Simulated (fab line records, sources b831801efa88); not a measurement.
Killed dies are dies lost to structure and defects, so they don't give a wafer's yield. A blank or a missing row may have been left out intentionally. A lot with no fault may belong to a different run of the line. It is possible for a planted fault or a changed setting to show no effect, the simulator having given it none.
fab line records -- flow gf180mcu
record lots=7, wafers=21, lastDay=33
route steps=602 shown LVPWELL@58 MVSD@66
lots that met no fault: from a run of the same line without faults
startH: the number of hours between the record's first day and the start of the first shown wafer of the lot -- waitH: time in hours since the lot's previous step -- " the same as in the row above -- L1.1+2: one row covering several wafers at once -- - no value present, or no start provided -- * or withheld: withheld -- < > ~ a bound
route shown NAME@n: names a module that has steps shown in the file, with the first one's number in the route -- usual: mean and standard deviation over wafers with no fault -- same: alike in all rows -- chamber/n: place in a boat -- sites: per-site readings -- _std_site: their standard deviation -- _edge_site: outer sites' mean less inner sites' -- radiusMm: for every site, how far away it sits from the centre of the wafer -- mask NAME#n: copy n -- behind: the last tool/chamber to shape the wafer -- hold: cause of the lot's hold/its duration in hours/its outcome -- device: whichever transistor did not switch (one of n, p or np) -- end of line: the same wafers' tests at the end of the route -- step lacking rows: just its recipe -- killed: count of dies lost to structure and defects at first sort (not the wafer's yield) -- map: a wafer's dies, marking killed ones x, the rest . and places with no die _
set.NAME: setting as actually run; set.NAME@STEP: the setting as run at that earlier step -- model.NAME: the simulator's own value behind a step, which no gauge read
certain route steps with their lots: each step a table, each wafer a row
services: when a tool's chamber went out of use (startH, in hours from the record's first day, below 0 if earlier), for how many hours, and the reason
## steps
# step GF_LVPWELL_EXPOSE_04
# recipe maskId=LVPWELL, targetCdNm=600, na=0.6, sourceShape=conventional, sigmaOuter=0.6, doseMj=260
# step GF_LVPWELL_PEB_05
# recipe tempC=115, timeS=withheld
# step GF_LVPWELL_DEVELOP_06
# recipe wallAngleDeg=90, developTimeS=60, devTempC=23
# step GF_LVPWELL_OVL_MEAS_07
# usual LVPWELL_OVL=-0.8/1.4
lot.wafer,tool,chamber,startH,waitH,LVPWELL_OVL[nm]
L829.2,overlay-02,-,85.26,-,-3.0
L829.4,overlay-02,-,85.26,-,-1.5
L829.6,overlay-02,-,85.26,-,-1.7
L839.3,overlay-02,-,142.96,-,-1.3
L839.4,overlay-02,-,142.96,-,0.6
L839.5,overlay-02,-,142.96,-,-1.3
L840.3,overlay-01,-,148.16,-,-0.9
L840.5,overlay-01,-,148.16,-,0.2
L840.6,overlay-01,-,148.16,-,-0.5
L841.1,overlay-01,-,153.47,-,-0.7
L841.5,overlay-01,-,153.47,-,-0.5
L841.6,overlay-01,-,153.47,-,-2.2
L842.1,overlay-01,-,160.30,-,-2.3
L842.2,overlay-01,-,160.30,-,-2.3
L842.4,overlay-01,-,160.30,-,-0.2
L844.3,overlay-01,-,170.43,-,-0.2
L844.4,overlay-01,-,170.43,-,2.1
L844.6,overlay-01,-,170.43,-,1.6
L845.2,overlay-02,-,180.83,-,-1.1
L845.5,overlay-02,-,180.83,-,-1.0
L845.6,overlay-02,-,180.83,-,0.1
# step GF_LVPWELL_IMPLANT_08
# recipe species=B, energyKev=171.8, doseCm2=1.5e+13, tiltDeg=0
# step GF_LVPWELL_IMPLANT_09
# recipe species=B, energyKev=60, doseCm2=5e+12, tiltDeg=0
# step GF_LVPWELL_STRIP_10
# recipe chemistry=O2/N2, powerW=1400, pressureMtorr=1500, platenTempC=250, o2FlowSccm=3000, n2FlowSccm=300, overashFraction=0.5
# usual chamberPressureMTorr=1499.8/1.4, drypumpMotorCurrentA=5.8/0.42, heaterPowerW=300/27, oesProductAu=0.722/0.0043, stripTimeToEndpointS=36.97/0.11
lot.wafer,tool,chamber,startH,waitH,chamberPressureMTorr,drypumpMotorCurrentA,heaterPowerW,oesProductAu,rfHoursCounterH,stripTimeToEndpointS
L829.2,plasmaAsher-03,0,85.59,0.1,1500.0,5.8,262,0.717,40,37.10
L829.4,plasmaAsher-03,1,85.59,0.1,1500.3,6.1,333,0.720,-,37.09
L829.6,plasmaAsher-03,1,85.59,0.1,1500.1,6.1,317,0.725,-,37.07
L839.3,plasmaAsher-04,1,143.32,0.1,1499.5,5.0,337,0.726,-,36.78
L839.4,plasmaAsher-04,0,143.32,0.1,1498.0,6.3,297,0.709,-,36.88
L839.5,plasmaAsher-04,1,143.32,0.1,1499.6,5.0,329,0.716,-,36.74
L840.3,plasmaAsher-04,1,148.52,0.1,1500.4,5.0,331,0.725,-,37.15
L840.5,plasmaAsher-04,1,148.52,0.1,1501.0,5.0,332,0.723,-,37.14
L840.6,plasmaAsher-04,0,148.52,0.1,1497.5,6.3,302,0.728,-,37.12
L841.1,plasmaAsher-02,0,153.81,0.1,1498.9,6.0,268,0.725,4,36.88
L841.5,plasmaAsher-02,1,153.81,0.1,1499.9,5.6,308,0.726,-,36.90
L841.6,plasmaAsher-02,0,153.81,0.1,1498.8,6.0,277,0.718,-,36.97
L842.1,plasmaAsher-04,0,160.64,0.1,1502.1,6.3,300,0.729,54,36.95
L842.2,plasmaAsher-04,1,160.64,0.1,1501.0,5.0,336,0.724,54,37.08
L842.4,plasmaAsher-04,1,160.64,0.1,1499.9,5.1,332,0.719,-,36.98
L844.3,plasmaAsher-03,1,170.79,0.1,1500.2,6.1,315,0.718,-,36.98
L844.4,plasmaAsher-03,0,170.79,0.1,1501.2,5.8,262,0.717,-,36.97
L844.6,plasmaAsher-03,0,170.79,0.1,1502.5,5.8,258,0.726,-,36.99
L845.2,plasmaAsher-02,0,181.16,0.1,1498.6,5.9,275,0.719,6,36.93
L845.5,plasmaAsher-02,0,181.16,0.1,1500.2,6.0,265,0.727,-,37.00
L845.6,plasmaAsher-02,1,181.16,0.1,1499.8,5.6,302,0.719,-,36.95
# step GF_LVPWELL_TW_MEAS_11
# usual LVPWELL_TW=562/3.6
lot.wafer,tool,chamber,startH,waitH,LVPWELL_TW
L829.2,filmMetro-04,-,85.70,0.1,561
L829.4,filmMetro-04,-,85.70,0.1,560
L829.6,filmMetro-04,-,85.70,0.1,564
L839.3,filmMetro-01,-,143.41,0.1,566
L839.4,filmMetro-01,-,143.41,0.1,561
L839.5,filmMetro-01,-,143.41,0.1,564
L840.3,filmMetro-01,-,148.61,0.1,561
L840.5,filmMetro-01,-,148.61,0.1,561
L840.6,filmMetro-01,-,148.61,0.1,565
L841.1,filmMetro-01,-,153.91,0.1,559
L841.5,filmMetro-01,-,153.91,0.1,561
L841.6,filmMetro-01,-,153.91,0.1,561
L842.1,filmMetro-04,-,160.74,0.1,560
L842.2,filmMetro-04,-,160.74,0.1,560
L842.4,filmMetro-04,-,160.74,0.1,560
L844.3,filmMetro-02,-,170.88,0.1,559
L844.4,filmMetro-02,-,170.88,0.1,560
L844.6,filmMetro-02,-,170.88,0.1,564
L845.2,filmMetro-04,-,181.27,0.1,562
L845.5,filmMetro-04,-,181.27,0.1,559
L845.6,filmMetro-04,-,181.27,0.1,563
# step GF_MVSD_DEHYDRATE_00
# recipe tempC=200, timeS=60
# step GF_MVSD_HMDS_01
# recipe primeTimeS=60, primeTempC=120
# step GF_MVSD_COAT_02
# recipe spinRpm=2000, resistThkNm=3000
# step GF_MVSD_SOFTBAKE_03
# recipe tempC=110, timeS=withheld
# step GF_MVSD_EXPOSE_04
# recipe maskId=MVSD, targetCdNm=1000, na=0.6, sourceShape=conventional, sigmaOuter=0.6, doseMj=260
# usual exposureDoseMJCm2=260.04/0.22, focusOffsetNm=0.0/0.51
lot.wafer,tool,chamber,startH,waitH,mask,exposureDoseMJCm2,focusOffsetNm
L829.2,ilineStepper-02,0,92.92,-,MVSD#0,260.05,1.3
L829.4,ilineStepper-02,0,92.92,-,MVSD#0,260.21,0.7
L829.6,ilineStepper-02,0,92.92,-,MVSD#0,260.35,0.9
L839.3,ilineStepper-01,-,150.87,-,MVSD#0,-,-
L839.4,ilineStepper-01,-,150.87,-,MVSD#0,-,-
L839.5,ilineStepper-01,-,150.87,-,MVSD#0,-,-
L840.3,ilineStepper-02,-,156.62,-,MVSD#0,-,-
L840.5,ilineStepper-02,-,156.62,-,MVSD#0,-,-
L840.6,ilineStepper-02,-,156.62,-,MVSD#0,-,-
L841.1,ilineStepper-01,-,162.41,-,MVSD#0,-,-
L841.5,ilineStepper-01,-,162.41,-,MVSD#0,-,-
L841.6,ilineStepper-01,-,162.41,-,MVSD#0,-,-
L842.1,ilineStepper-01,0,168.20,-,MVSD#0,259.66,-0.4
L842.2,ilineStepper-01,0,168.20,-,MVSD#0,259.94,-0.5
L842.4,ilineStepper-01,0,168.20,-,MVSD#0,259.92,-0.2
L844.3,ilineStepper-02,0,179.76,-,MVSD#0,260.10,-0.8
L844.4,ilineStepper-02,0,179.76,-,MVSD#0,259.70,-0.8
L844.6,ilineStepper-02,0,179.76,-,MVSD#0,260.38,-0.8
L845.2,ilineStepper-02,0,189.37,-,MVSD#0,259.83,0.4
L845.5,ilineStepper-02,0,189.37,-,MVSD#0,259.77,0.2
L845.6,ilineStepper-02,0,189.37,-,MVSD#0,259.81,0.7
# step GF_MVSD_PEB_05
# recipe tempC=115, timeS=withheld
## services
tool,chamber,startH,hours,kind
plasmaAsher-02,-,78.07,2.8,pm
ilineStepper-02,-,97.60,13.0,repair
plasmaAsher-02,-,108.77,9.0,pm
plasmaAsher-02,0,108.77,9.0,ventCycle
plasmaAsher-02,1,108.77,9.0,ventCycle
ilineStepper-02,-,110.63,1.7,pm
plasmaAsher-02,0,117.77,-,clean
plasmaAsher-02,1,117.77,-,clean
plasmaAsher-02,-,137.76,1.3,repair
ilineStepper-01,-,164.54,1.7,pm
plasmaAsher-04,-,164.75,2.8,pm
ilineStepper-02,0,164.85,-,calibration
ilineStepper-01,-,173.22,-,calibration
plasmaAsher-04,-,179.40,5.9,pm
ilineStepper-01,-,185.68,1.4,repair
plasmaAsher-02,-,187.70,2.2,repair
## key
firstSign step=GF_MVSD_EXPOSE_04, reading=toolRecord, direction=missing
effect none on later readings
metAt GF_MVSD_EXPOSE_04
struckWafers L839.3,L839.4,L839.5,L840.3,L840.5,L840.6,L841.1,L841.5,L841.6
sortLeftOut L839.3,L839.4,L839.5,L840.3,L840.5,L840.6,L841.1,L841.5,L841.6
testerLeftOut L839,L840,L841
onsetBetween 92.92 150.87
fault kind=skippedStepWhole, tool=ilineStepper-01,ilineStepper-02, chamber=-, onsetH=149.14, steps=GF_MVSD_EXPOSE_04, scope=struckLotsOnly
# testerLeftOut: of these lots the tester's yield and bins aren't shown, on N5 and GAA mostly nor the transistor test; their killed dies are dies lost to structure and defects alone, not to doping, threshold or leakage, so they don't give the yield
# sortLeftOut: the simulated sort isn't trusted on such a fault, so these wafers' sort isn't shown, and their yield isn't known
